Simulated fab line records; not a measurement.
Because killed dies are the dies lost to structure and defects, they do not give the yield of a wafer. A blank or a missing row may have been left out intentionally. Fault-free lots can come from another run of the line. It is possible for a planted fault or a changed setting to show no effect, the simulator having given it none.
Chamber matching | flow sky130 | SKY_VIA2_CMP_24 on cmp-02: 4 sister chambers
The step polishes, stops on SiO2, t overpolish 20 s, target thk 0 nm. 16 wafers are shown with their chamber, then 8 later ones without.

## WAFERS WITH THEIR CHAMBER
wafer  | chamber | motor current A (A) | time to endpoint s (s) | retaining ring pressure frac
L082.2 | 3       | 10.7                | 106                    | 0.994
L082.4 | 1       | 11.3                | 108                    | 1.008
L082.6 | 2       | 9.6                 | 110                    | 0.997
L083.2 | 1       | 11.9                | 103                    | 0.996
L083.4 | 3       | 10.6                | 102                    | 0.999
L083.6 | 0       | 11.6                | 95                     | 1.001
L084.2 | 2       | 9.1                 | 105                    | 1.010
L084.4 | 3       | 10.2                | 108                    | 0.996
L084.6 | 3       | 10.3                | 104                    | 0.989
L088.1 | 3       | 10.8                | 98                     | 0.998
L088.4 | 1       | 11.3                | 95                     | 1.004
L088.6 | 2       | 9.8                 | 101                    | 1.009
L090.2 | 2       | 9.9                 | 100                    | 1.007
L090.5 | 1       | 11.5                | 98                     | 0.999
L090.6 | 0       | 11.3                | 90                     | 1.002
L091.2 | 0       | 11.4                | 97                     | 0.992

SIGNATURES, as means of the wafers listed above
reading                      | chamber 0 | chamber 1 | chamber 2 | chamber 3 | scatter within a chamber
motor current A              | 11.433    | 11.500    | 9.600     | 10.520    | 0.279
time to endpoint s           | 94.00     | 101.00    | 104.00    | 103.60    | 4.52
retaining ring pressure frac | 0.99833   | 1.00175   | 1.00575   | 0.99520   | 0.00512
Rule: for a wafer and a chamber, the distance is found by dividing, reading by reading, the gap between the wafer's reading and the chamber's mean by the reading's scatter, squaring, summing and taking the root. If the next closest chamber is less than 2 further off than the closest, the wafer can't be placed; otherwise it belongs to the closest. The scatter: the root of (the sum of the squares of (reading less its chamber's mean) over the shown wafers, divided by (wafers less chambers)).

## WAFERS WITH NO CHAMBER GIVEN
wafer  | motor current A (A) | time to endpoint s (s) | retaining ring pressure frac
L091.3 | 10.8                | 104                    | 0.997
L091.4 | 10.1                | 102                    | 1.010
L095.3 | 10.2                | 94                     | 0.994
L095.4 | 11.8                | 100                    | 1.003
L095.5 | 9.8                 | 100                    | 1.001
L096.4 | 10.8                | 101                    | 0.997
L096.5 | 9.9                 | 106                    | 1.004
L096.6 | 12.0                | 106                    | 0.996

## WHICH CHAMBER EACH WENT THROUGH
wafer  | from the rows above          | in truth
L091.3 | can't be placed: 3 or 1      | 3
L091.4 | can't be placed: 2 or 3      | 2
L095.3 | can't be placed: 3 or 2      | 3
L095.4 | can't be placed: 1 or 0      | 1
L095.5 | can't be placed: 2 or 3      | 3
L096.4 | can't be placed: 3 or 1 or 0 | 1
L096.5 | can't be placed: 2 or 3      | 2
L096.6 | can't be placed: 1 or 0      | 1
Correctly placed: 0 of 8. From these rows, 8 cannot be placed; in 8 the true chamber is one of the candidates. Wrongly placed: 0.
